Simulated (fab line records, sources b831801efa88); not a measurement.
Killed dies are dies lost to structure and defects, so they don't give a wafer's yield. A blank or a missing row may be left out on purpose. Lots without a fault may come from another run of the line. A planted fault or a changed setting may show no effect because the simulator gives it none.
Tool commonality check | flow gf180mcu | 11 lots, 33 wafers sampled

WHY IT WAS OPENED
At GF_CONTACT_RS_MEAS_25 the reading CONTACT_W_RS is flagged on 2 of 11 lots. Wafers without a fault read 0.387 ohm/sq, standard deviation 0.0043.
Rule: a lot is flagged when every wafer of it that has a number lies more than 4 standard deviations from that mean, or none has a number. The other lots count as sound.

lot  | measured     | on            | CONTACT_W_RS (ohm/sq), wafer by wafer | flag
L190 | day 16 17:04 | film_metro-02 | 0.382 0.385 0.386                     |
L191 | day 17 06:08 | film_metro-01 | 0.383 0.388 0.387                     |
L192 | day 17 15:56 | film_metro-01 | 0.381 0.382 0.382                     |
L193 | day 18 06:45 | film_metro-03 | 0.375 0.381 0.379                     |
L197 | day 20 00:53 | film_metro-03 | 0.622 0.619 0.613                     | FLAGGED
L199 | day 20 06:47 | film_metro-02 | 0.621 0.621 0.614                     | FLAGGED
L203 | day 21 17:55 | film_metro-02 | 0.382 0.384 0.384                     |
L204 | day 21 23:43 | film_metro-03 | 0.391 0.393 0.391                     |
L206 | day 22 16:11 | film_metro-01 | 0.390 0.389 0.390                     |
L210 | day 24 03:11 | film_metro-01 | 0.387 0.387 0.387                     |
L211 | day 24 08:46 | film_metro-01 | 0.387 0.382 0.386                     |
The numbers of the flagged lots are 0.618 ohm/sq on average: +0.231 ohm/sq against the usual, or +54 standard deviations.

WHICH TOOL RAN EACH LOT
The record holds 2 process steps before the reading, out of a route of 602 steps. In each cell: the tool, then ch and the chambers that the sampled wafers went through, then the start.
lot  | flag    | GF_CONTACT_STRIP_18                  | GF_CONTACT_CVD_24
L190 |         | plasma_asher-04 ch 0,1, day 16 16:34 | cvd_w-02 ch 0,1, day 16 16:58
L191 |         | plasma_asher-03 ch 0,1, day 17 05:38 | cvd_w-01 ch 0,1, day 17 06:02
L192 |         | plasma_asher-03 ch 0,1, day 17 15:24 | cvd_w-01 ch 0, day 17 15:49
L193 |         | plasma_asher-03 ch 0,1, day 18 06:13 | cvd_w-01 ch 0,1, day 18 06:37
L197 | FLAGGED | plasma_asher-04 ch 0,1, day 20 00:22 | cvd_w-02 ch 0,1, day 20 00:46
L199 | FLAGGED | plasma_asher-03 ch 0,1, day 20 06:11 | cvd_w-02 ch 0,1, day 20 06:41
L203 |         | plasma_asher-01 ch 1, day 21 17:25   | cvd_w-01 ch 1, day 21 17:49
L204 |         | plasma_asher-01 ch 0, day 21 23:12   | cvd_w-01 ch 0,1, day 21 23:36
L206 |         | plasma_asher-04 ch 0,1, day 22 15:39 | cvd_w-01 ch 0,1, day 22 16:05
L210 |         | plasma_asher-01 ch 0,1, day 24 02:40 | cvd_w-02 ch 0, day 24 03:04
L211 |         | plasma_asher-03 ch 0,1, day 24 08:15 | cvd_w-02 ch 0,1, day 24 08:40
What these steps do:
- GF_CONTACT_STRIP_18: strips in O2/N2.
- GF_CONTACT_CVD_24: deposits W, target thk 300 nm, time 90.339 s.
- GF_CONTACT_RS_MEAS_25: measures by four-point-probe.

FLAGGED OVER TOTAL, TOOL BY TOOL (the gauges that took the reading come last)
step                  | tool            | lots run | flagged | share of the flagged lots | sound lots run after its first flagged lot
GF_CONTACT_STRIP_18   | plasma_asher-01 | 3        | 0       | none                      | -
GF_CONTACT_STRIP_18   | plasma_asher-03 | 5        | 1       | some                      | 1 (L211)
GF_CONTACT_STRIP_18   | plasma_asher-04 | 3        | 1       | some                      | 1 (L206)
GF_CONTACT_CVD_24     | cvd_w-01        | 6        | 0       | none                      | -
GF_CONTACT_CVD_24     | cvd_w-02        | 5        | 2       | all                       | 2 (L210,L211)
GF_CONTACT_RS_MEAS_25 | film_metro-01   | 5        | 0       | none                      | -
GF_CONTACT_RS_MEAS_25 | film_metro-02   | 3        | 1       | some                      | 1 (L203)
GF_CONTACT_RS_MEAS_25 | film_metro-03   | 3        | 1       | some                      | 1 (L204)

WHAT THE TABLE ALLOWS
1 row of the table ran every flagged lot: cvd_w-02 at GF_CONTACT_CVD_24.
- cvd_w-02 at GF_CONTACT_CVD_24: 2 of its 5 lots flagged. Sound lots ran on it after the first flagged one (L210, L211), which a lasting fault on the whole tool wouldn't allow. Its own readings lie more than 4 standard deviations out on every wafer of the flagged lots: susceptor_temp_C.
No row of the table ran every flagged lot and no sound lot after the first.

WHAT THE SIMULATOR HAD PUT IN
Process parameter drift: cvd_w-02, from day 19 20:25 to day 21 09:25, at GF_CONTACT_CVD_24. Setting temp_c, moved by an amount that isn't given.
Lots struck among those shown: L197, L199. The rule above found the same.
